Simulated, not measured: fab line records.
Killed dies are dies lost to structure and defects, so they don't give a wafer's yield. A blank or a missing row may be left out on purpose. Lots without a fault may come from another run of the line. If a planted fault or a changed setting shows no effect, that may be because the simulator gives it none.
fab line records + flow sky130
record:
- lots: 6
- wafers: 17
- lastDay: 52
route steps=708 shown VIA4@652 METAL5@661 PAD_OPEN@708
lots untouched by any fault: they come from a run of this same line in which no faults occurred
startH: the number of hours between the record's first day and the start of the first shown wafer of the lot + waitH: hours since the lot's step before + " unchanged from the row above + L1.1+2: one row covering several wafers at once + - no value, or no start was given + * or withheld: withheld + < > ~ a bound
route shown NAME@n: names a module that has steps shown in the file, with the first one's number in the route + usual: the fault-free wafers' mean and standard deviation + same: alike in all rows + chamber/n: place in a boat + sites: each site's reading + _std_site: standard deviation across them + _edge_site: outer sites' mean less inner sites' + radiusMm: for every site, how far away it sits from the centre of the wafer + mask NAME#n: copy n + behind: the most recent tool/chamber to have shaped the wafer + hold: what put the lot on hold/how long, in hours/how the hold closed + device: transistor that didn't switch, given as n, p or np + end of line: at the end of the route, the tests of the same wafers + for a step that has no rows: nothing shown but its recipe + killed: dies lost to structure and defects at the first sort, not the wafer's yield + map: dies across one wafer; x = killed, . = not, _ = none there
set.NAME: setting as actually run; set.NAME@STEP: the setting as run at that earlier step + model.NAME: the simulator's own value behind a step, which no gauge read
lots at selected steps of the route; one table per step, one row per wafer
services: from which hour (startH, from the record's first day; less than 0 if before it) a tool's chamber was out of use, for how many hours, and why
== steps ==
step: SKY_VIA4_STRIP_13
recipe:
- chemistry: O2/N2
- powerW: 1400
- pressureMtorr: 1500
- platenTempC: withheld
- o2FlowSccm: 3000
- n2FlowSccm: 300
- overashFraction: 0.5
usual:
- drypumpMotorCurrentA: 5.69/0.24
- oesProductAu: 0.710/0.0041
- stripTimeToEndpointS: 12.81/0.033
| lot.wafer | tool           | chamber | startH  | waitH | drypumpMotorCurrentA | oesProductAu | rfHoursCounterH | stripTimeToEndpointS |
|-----------|----------------|---------|---------|-------|----------------------|--------------|-----------------|----------------------|
| L204.2    | plasmaAsher-04 | 1       | 1052.53 | -     | 5.79                 | 0.715        | 95              | 12.84                |
| L204.3    | "              | 1       | "       | "     | 5.77                 | 0.708        | -               | 12.83                |
| L204.6    | "              | 0       | "       | "     | 5.83                 | 0.709        | -               | 12.78                |
| L205.1    | plasmaAsher-01 | 0       | 1056.01 | -     | 5.92                 | 0.708        | 63              | 12.80                |
| L205.3    | "              | 1       | "       | "     | 5.78                 | 0.713        | -               | 12.79                |
| L205.6    | "              | 1       | "       | "     | 5.74                 | 0.712        | -               | 12.82                |
| L207.1    | plasmaAsher-01 | 0       | 1065.05 | -     | 5.92                 | 0.715        | 64              | 12.84                |
| L207.3    | "              | 0       | "       | "     | 5.93                 | 0.705        | -               | 12.82                |
| L207.5    | "              | 0       | "       | "     | 5.93                 | 0.710        | -               | 12.78                |
| L209.5    | plasmaAsher-01 | 1       | 1067.77 | -     | 5.76                 | 0.707        | -               | 12.79                |
| L209.6    | "              | 0       | "       | "     | 5.91                 | 0.707        | -               | 12.86                |
| L226.2    | plasmaAsher-03 | 0       | 1186.73 | -     | 5.45                 | 0.710        | 12              | 12.82                |
| L226.5    | "              | 0       | "       | "     | 5.44                 | 0.708        | -               | 12.83                |
| L226.6    | "              | 1       | "       | "     | 5.16                 | 0.705        | -               | 12.87                |
| L225.3    | plasmaAsher-01 | 1       | 1187.68 | -     | 5.75                 | 0.709        | -               | 12.79                |
| L225.5    | "              | 0       | "       | "     | 5.91                 | 0.707        | -               | 12.74                |
| L225.6    | "              | 1       | "       | "     | 5.75                 | 0.711        | -               | 12.77                |
step: SKY_VIA4_STRIP_14
recipe:
- chemistry: postEtchResidueRemover
- timeS: 1200
- tempC: 72.5
step: SKY_VIA4_CLEAN_15
recipe:
- chemistry: IPA
- timeS: 180
- tempC: 25
step: SKY_VIA4_CLEAN_16
recipe:
- chemistry: O3/DIW
- dry: n2Spin
step: SKY_VIA4_SPUTTER_17
recipe:
- material: TiN
- targetThkNm: 20
- chamberPressurePa: 5
- powerW: 4000
- timeS: 80
step: SKY_VIA4_CVD_18
recipe:
- material: W
- targetThkNm: 505
- timeS: 152.14
- tempC: 400
- pressureTorr: 40
usual:
- heaterPowerW: 847/95
- susceptorTempC: 399.98/0.24
| lot.wafer | tool    | chamber | startH  | waitH | heaterPowerW | susceptorTempC |
|-----------|---------|---------|---------|-------|--------------|----------------|
| L204.2    | cvdW-01 | 0       | 1053.18 | 0.0   | 983          | 399.98         |
| L204.3    | "       | 0       | "       | "     | 965          | 400.24         |
| L204.6    | "       | 0       | "       | "     | 983          | 400.06         |
| L205.1    | cvdW-02 | 0       | 1056.66 | 0.0   | 770          | 400.22         |
| L205.3    | "       | 1       | "       | "     | 863          | 400.01         |
| L205.6    | "       | 0       | "       | "     | 797          | 399.98         |
| L207.1    | cvdW-01 | 1       | 1065.71 | 0.0   | 745          | 400.17         |
| L207.3    | "       | 0       | "       | "     | 997          | 400.15         |
| L207.5    | "       | 0       | "       | "     | 992          | 400.13         |
| L209.5    | cvdW-01 | 1       | 1068.56 | 0.1   | 727          | 400.13         |
| L209.6    | "       | 0       | "       | "     | 1004         | 400.29         |
| L226.2    | cvdW-02 | 0       | 1187.38 | 0.0   | 790          | 399.59         |
| L226.5    | "       | 1       | "       | "     | 894          | 400.29         |
| L226.6    | "       | 0       | "       | "     | 789          | 399.90         |
| L225.3    | cvdW-02 | 0       | 1188.35 | 0.1   | 788          | 399.93         |
| L225.5    | "       | 1       | "       | "     | 876          | 399.64         |
| L225.6    | "       | 0       | "       | "     | 790          | 399.74         |
step: SKY_VIA4_RS_MEAS_19
recipe:
- thkMeasGauge: four-point-probe
- reads: W_of_VIA4_CVD_18+TiN_of_VIA4_SPUTTER_17
usual:
- VIA4_W_RS: 0.227/0.0031
| lot.wafer | tool         | chamber | startH  | waitH | VIA4_W_RS[ohm/sq] |
|-----------|--------------|---------|---------|-------|-------------------|
| L204.2    | filmMetro-02 | -       | 1053.35 | 0.1   | 0.220             |
| L204.3    | "            | -       | "       | "     | 0.224             |
| L204.6    | "            | -       | "       | "     | 0.219             |
| L205.1    | filmMetro-01 | -       | 1056.81 | 0.1   | 0.229             |
| L205.3    | "            | -       | "       | "     | 0.230             |
| L205.6    | "            | -       | "       | "     | 0.228             |
| L207.1    | filmMetro-01 | -       | 1065.86 | 0.1   | 0.227             |
| L207.3    | "            | -       | "       | "     | 0.223             |
| L207.5    | "            | -       | "       | "     | 0.225             |
| L209.5    | filmMetro-04 | -       | 1068.69 | 0.1   | 0.228             |
| L209.6    | "            | -       | "       | "     | 0.225             |
| L226.2    | filmMetro-02 | -       | 1187.55 | 0.1   | 0.227             |
| L226.5    | "            | -       | "       | "     | 0.226             |
| L226.6    | "            | -       | "       | "     | 0.226             |
| L225.3    | filmMetro-04 | -       | 1188.49 | 0.1   | 0.233             |
| L225.5    | "            | -       | "       | "     | 0.231             |
| L225.6    | "            | -       | "       | "     | 0.230             |
step: SKY_VIA4_THK_MEAS_20
recipe:
- thkMeasGauge: xrf
- reads: W_of_VIA4_CVD_18
usual:
- VIA4_W_THK: 491/7.2
| lot.wafer | tool         | chamber | startH  | waitH | VIA4_W_THK[nm] |
|-----------|--------------|---------|---------|-------|----------------|
| L204.2    | filmMetro-02 | -       | 1053.46 | 0.1   | 504            |
| L204.3    | "            | -       | "       | "     | 499            |
| L204.6    | "            | -       | "       | "     | 512            |
| L205.1    | filmMetro-01 | -       | 1056.93 | 0.1   | 485            |
| L205.3    | "            | -       | "       | "     | 484            |
| L205.6    | "            | -       | "       | "     | 489            |
| L207.1    | filmMetro-01 | -       | 1065.98 | 0.1   | 492            |
| L207.3    | "            | -       | "       | "     | 500            |
| L207.5    | "            | -       | "       | "     | 497            |
| L209.5    | filmMetro-04 | -       | 1068.77 | 0.1   | 492            |
| L209.6    | "            | -       | "       | "     | 496            |
| L226.2    | filmMetro-02 | -       | 1187.66 | 0.1   | 492            |
| L226.5    | "            | -       | "       | "     | 492            |
| L226.6    | "            | -       | "       | "     | 493            |
| L225.3    | filmMetro-04 | -       | 1188.59 | 0.1   | 477            |
| L225.5    | "            | -       | "       | "     | 482            |
| L225.6    | "            | -       | "       | "     | 484            |
step: SKY_VIA4_CMP_21
recipe:
- stopOn: SiO2
- tOverpolishS: 25
- downForcePsi: 3.5
- platenRpm: 60
- targetThkNm: 0
- padVelocityMS: 0.94248
step: SKY_METAL5_SPUTTER_00
recipe:
- material: Ti
- targetThkNm: 15
- powerW: 3000
- timeS: 10
- chamberPressurePa: 0.4
usual:
- throttleValvePct: 29.8/1.2
| lot.wafer | tool          | chamber | startH  | waitH | throttleValvePct |
|-----------|---------------|---------|---------|-------|------------------|
| L204.2    | pvdSputter-02 | -       | 1053.83 | 0.1   | 28.3             |
| L204.3    | "             | -       | "       | "     | 30.6             |
| L204.6    | "             | -       | "       | "     | 30.6             |
| L205.1    | pvdSputter-04 | -       | 1057.29 | 0.1   | 29.3             |
| L205.3    | "             | -       | "       | "     | 29.7             |
| L205.6    | "             | -       | "       | "     | 29.1             |
| L207.1    | pvdSputter-02 | -       | 1066.34 | 0.2   | 30.2             |
| L207.3    | "             | -       | "       | "     | 28.5             |
| L207.5    | "             | -       | "       | "     | 28.3             |
| L209.5    | pvdSputter-02 | -       | 1069.10 | 0.0   | 28.5             |
| L209.6    | "             | -       | "       | "     | 30.5             |
| L226.2    | pvdSputter-04 | -       | 1188.09 | 0.1   | 29.4             |
| L226.5    | "             | -       | "       | "     | 29.6             |
| L226.6    | "             | -       | "       | "     | 29.6             |
| L225.3    | pvdSputter-01 | -       | 1188.98 | 0.1   | 28.6             |
| L225.5    | "             | -       | "       | "     | 29.0             |
| L225.6    | "             | -       | "       | "     | 28.4             |
step: SKY_METAL5_SPUTTER_01
recipe:
- material: TiN
- targetThkNm: 20
- powerW: 6500
- timeS: 16.7
- chamberPressurePa: 0.4
usual:
- throttleValvePct: 29.8/1.2
| lot.wafer | tool          | chamber | startH  | waitH | throttleValvePct |
|-----------|---------------|---------|---------|-------|------------------|
| L204.2    | pvdSputter-02 | -       | 1053.85 | 0.0   | 28.3             |
| L204.3    | "             | -       | "       | "     | 30.7             |
| L204.6    | "             | -       | "       | "     | 30.7             |
| L205.1    | pvdSputter-04 | -       | 1057.32 | 0.0   | 29.5             |
| L205.3    | "             | -       | "       | "     | 29.8             |
| L205.6    | "             | -       | "       | "     | 29.5             |
| L207.1    | pvdSputter-02 | -       | 1066.36 | 0.0   | 30.4             |
| L207.3    | "             | -       | "       | "     | 28.6             |
| L207.5    | "             | -       | "       | "     | 28.5             |
| L209.5    | pvdSputter-02 | -       | 1069.13 | 0.0   | 28.6             |
| L209.6    | "             | -       | "       | "     | 30.4             |
| L226.2    | pvdSputter-04 | -       | 1188.12 | 0.0   | 29.3             |
| L226.5    | "             | -       | "       | "     | 29.9             |
| L226.6    | "             | -       | "       | "     | 29.7             |
| L225.3    | pvdSputter-01 | -       | 1189.00 | 0.0   | 28.9             |
| L225.5    | "             | -       | "       | "     | 29.3             |
| L225.6    | "             | -       | "       | "     | 28.1             |
step: SKY_METAL5_SPUTTER_02
recipe:
- material: AlCu
- targetThkNm: 1150
- powerW: 10600
- timeS: 61.2
- chamberPressurePa: 0.4
usual:
- throttleValvePct: 29.8/1.2
| lot.wafer | tool          | chamber | startH  | waitH | throttleValvePct |
|-----------|---------------|---------|---------|-------|------------------|
| L204.2    | pvdSputter-02 | -       | 1053.88 | 0.0   | 28.9             |
| L204.3    | "             | -       | "       | "     | 30.6             |
| L204.6    | "             | -       | "       | "     | 30.4             |
| L205.1    | pvdSputter-04 | -       | 1057.34 | 0.0   | 29.3             |
| L205.3    | "             | -       | "       | "     | 29.6             |
| L205.6    | "             | -       | "       | "     | 29.2             |
| L207.1    | pvdSputter-02 | -       | 1066.39 | 0.0   | 30.0             |
| L207.3    | "             | -       | "       | "     | 28.5             |
| L207.5    | "             | -       | "       | "     | 28.6             |
| L209.5    | pvdSputter-02 | -       | 1069.17 | 0.0   | 28.6             |
| L209.6    | "             | -       | "       | "     | 30.9             |
| L226.2    | pvdSputter-04 | -       | 1188.14 | 0.0   | 29.6             |
| L226.5    | "             | -       | "       | "     | 29.5             |
| L226.6    | "             | -       | "       | "     | 29.4             |
| L225.3    | pvdSputter-01 | -       | 1189.02 | 0.0   | 29.0             |
| L225.5    | "             | -       | "       | "     | 29.2             |
| L225.6    | "             | -       | "       | "     | 28.0             |
step: SKY_METAL5_SPUTTER_03
recipe:
- material: Ti
- targetThkNm: 5
- powerW: 3000
- timeS: 3.3
- chamberPressurePa: 0.4
usual:
- throttleValvePct: 29.8/1.2
| lot.wafer | tool          | chamber | startH  | waitH | throttleValvePct | model.Ti_of_METAL5_SPUTTER_03.thkNm |
|-----------|---------------|---------|---------|-------|------------------|-------------------------------------|
| L204.2    | pvdSputter-02 | -       | 1053.93 | 0.0   | 28.7             | 5.092                               |
| L204.3    | "             | -       | "       | "     | 30.4             | 5.234                               |
| L204.6    | "             | -       | "       | "     | 30.8             | 5.157                               |
| L205.1    | pvdSputter-04 | -       | 1057.39 | 0.0   | 29.6             | 5.041                               |
| L205.3    | "             | -       | "       | "     | 29.6             | 4.96                                |
| L205.6    | "             | -       | "       | "     | 29.2             | 5.09                                |
| L207.1    | pvdSputter-02 | -       | 1066.44 | 0.0   | 30.3             | 5.059                               |
| L207.3    | "             | -       | "       | "     | 28.5             | 5.133                               |
| L207.5    | "             | -       | "       | "     | 28.5             | 8.49                                |
| L209.5    | pvdSputter-02 | -       | 1069.20 | 0.0   | 28.7             | 8.607                               |
| L209.6    | "             | -       | "       | "     | 30.7             | 5.375                               |
| L226.2    | pvdSputter-04 | -       | 1188.19 | 0.0   | 29.4             | 5.043                               |
| L226.5    | "             | -       | "       | "     | 29.8             | 5.026                               |
| L226.6    | "             | -       | "       | "     | 29.6             | 5.083                               |
| L225.3    | pvdSputter-01 | -       | 1189.08 | 0.0   | 28.8             | 5.021                               |
| L225.5    | "             | -       | "       | "     | 29.4             | 4.976                               |
| L225.6    | "             | -       | "       | "     | 28.3             | 5.107                               |
step: SKY_METAL5_SPUTTER_04
recipe:
- material: TiN
- targetThkNm: 70
- powerW: 6500
- timeS: 58.3
- chamberPressurePa: 0.4
step: SKY_PAD_OPEN_PROBE_99
usual:
- defectLimitedYield: 82.5/1.8
- killed_at_M0_to_M3: 45/6.3
- killed_at_M4_up: 2.8/1.6
- killedAtContacts: 24/5.1
- killedAtFrontEnd: 14/4.4
- killedAtOther: 0.4/0.73
- killedDies: 86/9
- killedOpen: 47/7.8
- killedShort: 39/6.6
- sort_bin_3_pad_short: 0.8/0.42
- sort_bin_5_function: 10.3/1.4
- sort_bin_6_memory: 6.3/1.2
- sortNPass: 406/9
- sortYieldPct: 82.5/1.8
same:
- grossDies: 492
- killedAtBackSide: 0
- sort_bin_4_leakage[%]: 0
- sort_bin_8_speed[%]: 0
| lot.wafer | tool      | chamber | startH  | waitH | defectLimitedYield[%] | killed_at_M0_to_M3 | killed_at_M4_up | killedAtContacts | killedAtFrontEnd | killedAtOther | killedDies | killedOpen | killedShort | sort_bin_3_pad_short[%] | sort_bin_5_function[%] | sort_bin_6_memory[%] | sortNPass | sortYieldPct[%] |
|-----------|-----------|---------|---------|-------|-----------------------|--------------------|-----------------|------------------|------------------|---------------|------------|------------|-------------|-------------------------|------------------------|----------------------|-----------|-----------------|
| L225.3    | prober-01 | -       | 1244.26 | 0.2   | 81.9                  | 40                 | 1               | 31               | 16               | 1             | 89         | 45         | 43          | 0.6                     | 8.9                    | 8.5                  | 403       | 81.9            |
| L225.5    | prober-01 | -       | 1244.36 | 0.2   | 78.5                  | 51                 | 1               | 37               | 17               | 0             | 106        | 56         | 49          | 1.2                     | 14.0                   | 6.3                  | 386       | 78.5            |
| L225.6    | prober-01 | -       | 1244.41 | 0.2   | 82.5                  | 44                 | 5               | 16               | 20               | 1             | 86         | 37         | 49          | 1.6                     | 10.2                   | 5.7                  | 406       | 82.5            |
killed by level:class
L225.3 CONTACT:geometricParticle:open=12 VIA1:geometricParticle:open=8 CONTACT:geometricParticle:short=7 VIA3:geometricParticle:short=6 POLY_GATE:geometricParticle:short=5 METAL2:geometricParticle:short=5 VIA3:geometricParticle:open=5 FIELD_ISO:geometricParticle:short=4
L225.5 LI_CONTACT:geometricParticle:open=11 CONTACT:geometricParticle:short=11 CONTACT:geometricParticle:open=10 VIA1:geometricParticle:open=10 METAL2:geometricParticle:short=10 VIA2:geometricParticle:open=7 VIA3:geometricParticle:open=6 FIELD_ISO:geometricParticle:open=4
L225.6 CONTACT:geometricParticle:open=9 METAL2:geometricParticle:short=7 VIA2:geometricParticle:short=7 VIA2:geometricParticle:open=7 METAL1:geometricParticle:short=6 FIELD_ISO:geometricParticle:short=5 FIELD_ISO:geometricParticle:open=4 POLY_GATE:geometricParticle:short=4
== services ==
| tool           | chamber | startH  | hours | kind      |
|----------------|---------|---------|-------|-----------|
| pvdSputter-04  | -       | 1035.67 | 1.0   | repair    |
| cvdW-01        | 1       | 1044.79 | 2.3   | repair    |
| plasmaAsher-03 | -       | 1055.25 | 9.0   | pm        |
| plasmaAsher-03 | 0       | 1055.25 | 9.0   | ventCycle |
| plasmaAsher-03 | 1       | 1055.25 | 9.0   | ventCycle |
| plasmaAsher-03 | 0       | 1064.25 | -     | clean     |
| plasmaAsher-03 | 1       | 1064.25 | -     | clean     |
| pvdSputter-04  | -       | 1064.81 | 2.5   | repair    |
| cvdW-02        | 1       | 1085.85 | 21.4  | repair    |
| cvdW-01        | -       | 1087.23 | 1.0   | repair    |
| pvdSputter-04  | -       | 1107.19 | 1.0   | repair    |
| cvdW-01        | -       | 1138.55 | 0.9   | repair    |
| cvdW-01        | 1       | 1140.17 | 14.7  | repair    |
| plasmaAsher-01 | -       | 1148.60 | 16.6  | repair    |
| cvdW-01        | 0       | 1167.04 | 3.3   | repair    |
| cvdW-02        | -       | 1172.66 | 0.2   | repair    |
| pvdSputter-01  | -       | 1173.37 | 3.1   | repair    |
| cvdW-02        | -       | 1174.91 | 4.3   | repair    |
== key ==
firstSign none at tools or gauges
modelEffect:
- step: SKY_METAL5_SPUTTER_03
- value: Ti_of_METAL5_SPUTTER_03.thkNm
- without: 5.249
- struck: 8.548
metAt SKY_METAL5_SPUTTER_03
struckWafers L207.5,L209.5
onsetBetween 1053.93 1066.44
fault:
- kind: processParameterDrift
- tool: pvdSputter-02
- chamber: -
- onsetH: 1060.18
- steps: SKY_METAL5_SPUTTER_03
- channel: targetThkNm
- offset: 3.2994
- shape: step
- endH: 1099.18
- scope: struckWafersOnly
- actsIn: theseRecipesOnly
- stated: 5
